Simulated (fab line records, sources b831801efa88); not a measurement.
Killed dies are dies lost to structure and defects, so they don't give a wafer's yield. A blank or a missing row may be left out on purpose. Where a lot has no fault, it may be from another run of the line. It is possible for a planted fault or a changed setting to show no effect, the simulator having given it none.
Which tool is to blame? + flow gf180mcu + Sampling: 14 lots, 42 wafers, 5 of 602 route steps

WHAT THE GAUGES READ, wafer by wafer
GF_STI_CD_MEAS_12: the cd target is 220 nm.
| lot  | measured    | on        | cd nm (nm)        |
|------|-------------|-----------|-------------------|
| L286 | day 2 01:04 | cd sem-02 | 224.4 223.5 222.3 |
| L288 | day 2 12:28 | cd sem-02 | 221.2 219.6 220.1 |
| L289 | day 2 16:23 | cd sem-02 | 219.5 219.2 219.7 |
| L290 | day 2 22:02 | cd sem-02 | 217.0 217.0 217.6 |
| L291 | day 3 06:44 | cd sem-02 | 218.6 218.6 219.2 |
| L292 | day 3 07:55 | cd sem-02 | 222.8 224.1 222.8 |
| L294 | day 3 20:07 | cd sem-01 | 217.7 218.2 218.8 |
| L295 | day 3 23:31 | cd sem-02 | 225.8 226.3 225.7 |
| L296 | day 4 05:16 | cd sem-02 | 224.6 226.0 224.9 |
| L298 | day 4 15:10 | cd sem-02 | 218.6 219.0 219.1 |
| L300 | day 5 02:05 | cd sem-02 | 216.9 216.9 216.3 |
| L304 | day 5 22:04 | cd sem-02 | 219.0 220.2 219.9 |
| L308 | day 6 18:13 | cd sem-02 | 217.6 218.8 219.2 |
| L309 | day 7 00:22 | cd sem-02 | 217.3 217.6 218.1 |

GF_NSD_OVL_MEAS_08.
| lot  | measured     | on         | NSD_OVL (nm)   |
|------|--------------|------------|----------------|
| L286 | day 13 03:41 | overlay-01 | -1.2 -1.5 -3.2 |
| L288 | day 13 16:06 | overlay-02 | -1.2 0.1 1.7   |
| L289 | day 13 22:13 | overlay-01 | 0.7 -1.4 -1.6  |
| L290 | day 14 08:27 | overlay-01 | 0.2 0.6 -1.2   |
| L291 | day 14 12:46 | overlay-02 | -0.3 0.3 0.7   |
| L292 | day 14 19:39 | overlay-02 | 1.2 1.8 0.6    |
| L294 | day 15 18:59 | overlay-01 | -0.8 0.2 -2.7  |
| L295 | day 16 07:55 | overlay-02 | -0.9 0.6 0.4   |
| L296 | day 16 08:32 | overlay-02 | 0.4 -2.4 -2.9  |
| L298 | day 16 21:29 | overlay-01 | 2.4 3.4 3.0    |
| L300 | day 17 17:57 | overlay-02 | -1.0 0.9 -1.3  |
| L304 | day 19 14:00 | overlay-01 | -1.3 -0.3 -1.5 |
| L308 | day 20 10:26 | overlay-02 | 1.5 2.0 -0.9   |
| L309 | day 21 01:26 | overlay-02 | -1.4 -0.7 1.2  |

GF_NSD_TW_MEAS_12.
| lot  | measured     | on            | NSD_TW         |
|------|--------------|---------------|----------------|
| L286 | day 13 04:08 | film metro-04 | 4252 4223 4250 |
| L288 | day 13 16:32 | film metro-04 | 4227 4219 4257 |
| L289 | day 13 22:40 | film metro-04 | 4231 4241 4227 |
| L290 | day 14 08:53 | film metro-04 | 4195 4216 4205 |
| L291 | day 14 13:11 | film metro-03 | 4252 4235 4255 |
| L292 | day 14 20:06 | film metro-03 | 4222 4229 4226 |
| L294 | day 15 19:26 | film metro-01 | 4274 4293 4267 |
| L295 | day 16 08:22 | film metro-01 | 4289 4277 4271 |
| L296 | day 16 08:58 | film metro-01 | 4263 4246 4265 |
| L298 | day 16 21:55 | film metro-04 | 4220 4213 4223 |
| L300 | day 17 18:23 | film metro-04 | 4204 4200 4181 |
| L304 | day 19 14:26 | film metro-03 | 4195 4211 4197 |
| L308 | day 20 10:53 | film metro-03 | 4253 4222 4247 |
| L309 | day 21 01:53 | film metro-03 | 4254 4245 4234 |

WHICH TOOL RAN EACH LOT (tool, then ch and the chambers of the sampled wafers, then the start)
| lot  | GF_STI_SOFTBAKE_08               | GF_STI_CMP_25                |
|------|----------------------------------|------------------------------|
| L286 | litho track-03 ch 0, day 1 18:56 | cmp-01 ch 0,3, day 2 03:13   |
| L288 | litho track-02 ch 0, day 2 06:07 | cmp-01 ch 1,2,3, day 2 14:35 |
| L289 | litho track-04 ch 0, day 2 10:22 | cmp-01 ch 1,2,3, day 2 18:56 |
| L290 | litho track-02 ch 0, day 2 15:32 | cmp-01 ch 0,1, day 3 00:04   |
| L291 | litho track-02 ch 0, day 3 00:31 | cmp-02 ch 0,1,3, day 3 09:50 |
| L292 | litho track-04 ch 0, day 3 01:56 | cmp-02 ch 1,2, day 3 10:31   |
| L294 | litho track-03 ch 0, day 3 13:20 | cmp-02 ch 0,1, day 3 22:07   |
| L295 | litho track-04 ch 0, day 3 17:07 | cmp-02 ch 0,1, day 4 02:58   |
| L296 | litho track-04 ch 0, day 3 22:28 | cmp-01 ch 0,2, day 4 07:22   |
| L298 | litho track-03 ch 0, day 4 08:07 | cmp-01 ch 1,2,3, day 4 17:38 |
| L300 | litho track-03 ch 0, day 4 19:15 | cmp-02 ch 0,2,3, day 5 04:07 |
| L304 | litho track-03 ch 0, day 5 14:58 | cmp-01 ch 0,2,3, day 6 00:08 |
| L308 | litho track-03 ch 0, day 6 11:19 | cmp-02 ch 0,1, day 6 20:35   |
| L309 | litho track-04 ch 0, day 6 16:46 | cmp-02 ch 0,2,3, day 7 02:24 |
- GF_STI_SOFTBAKE_08: time 60 s.
- GF_STI_CMP_25: polishes, stops on Si3N4, t overpolish 33 s, target thk 524.6 nm.

WHAT THE TOOLS THEMSELVES READ (means of the sampled wafers that have a number; where no wafer has one, the mark that the record gives instead)
GF_STI_SOFTBAKE_08.
| lot  | tool           | heater power total W (W) | plate temp C (C) |
|------|----------------|--------------------------|------------------|
| L286 | litho track-03 | 93.02                    | 130.02           |
| L288 | litho track-02 | 92.98                    | 129.98           |
| L289 | litho track-04 | 93.11                    | 129.84           |
| L290 | litho track-02 | 92.98                    | 129.92           |
| L291 | litho track-02 | 93.04                    | 130.01           |
| L292 | litho track-04 | 93.12                    | 129.92           |
| L294 | litho track-03 | 93.04                    | 129.97           |
| L295 | litho track-04 | 91.65                    | 128.45           |
| L296 | litho track-04 | 91.69                    | 128.62           |
| L298 | litho track-03 | 93.08                    | 130.16           |
| L300 | litho track-03 | 93.05                    | 130.09           |
| L304 | litho track-03 | 93.07                    | 130.11           |
| L308 | litho track-03 | 93.06                    | 129.96           |
| L309 | litho track-04 | 93.02                    | 130.00           |

GF_STI_CMP_25.
| lot  | tool   | motor current A (A) | overpolish run s (s) | time to endpoint s (s) |
|------|--------|---------------------|----------------------|------------------------|
| L286 | cmp-01 | 13.1                | 32.996               | 126                    |
| L288 | cmp-01 | 11.9                | 32.996               | 125                    |
| L289 | cmp-01 | 11.6                | 33.006               | 127                    |
| L290 | cmp-01 | 12.0                | 32.993               | 130                    |
| L291 | cmp-02 | 12.1                | 33.003               | 122                    |
| L292 | cmp-02 | 12.8                | 32.999               | 121                    |
| L294 | cmp-02 | 12.1                | 32.996               | 124                    |
| L295 | cmp-02 | 12.0                | 33.004               | 118                    |
| L296 | cmp-01 | 11.6                | 32.999               | 120                    |
| L298 | cmp-01 | 11.7                | 33.009               | 125                    |
| L300 | cmp-02 | 13.0                | 33.000               | 119                    |
| L304 | cmp-01 | 12.4                | 33.009               | 121                    |
| L308 | cmp-02 | 12.6                | 33.002               | 116                    |
| L309 | cmp-02 | 13.2                | 32.999               | 123                    |

THE ANSWER, worked out from the rows above alone
Rule: the usual values come from the lots themselves. Put in order of their means at a reading, lots are off if they are a third of the lots or fewer, leave a main group of 4 or more, and stand apart from it by a gap of 3 or more times the standard deviation of the main group's means; of several such gaps the widest counts. The tables above print the reading to a certain number of digits; a main group whose means all agree to those digits is not used. A lot without any number at a reading at which 4 lots or more have one is off too. All remaining lots with rows at the step are treated as sound. The gauges are gone through in route order, then the tools' own readings, and for those a lot's mean is taken as printed above. The first step at which some lot is off is used, and at that step the reading that is off furthest; a lot without a number counts as furthest.
Off at GF_STI_SOFTBAKE_08 (heater power total W): L295, L296. The main group: mean 93.05 W, standard deviation 0.042.
If a tool, at that step or one of the process steps before it, ran each lot that is off and ran no sound lot following the first of them, it fits. Of those tried, none fits.

WHAT WAS PUT IN BY THE SIMULATOR
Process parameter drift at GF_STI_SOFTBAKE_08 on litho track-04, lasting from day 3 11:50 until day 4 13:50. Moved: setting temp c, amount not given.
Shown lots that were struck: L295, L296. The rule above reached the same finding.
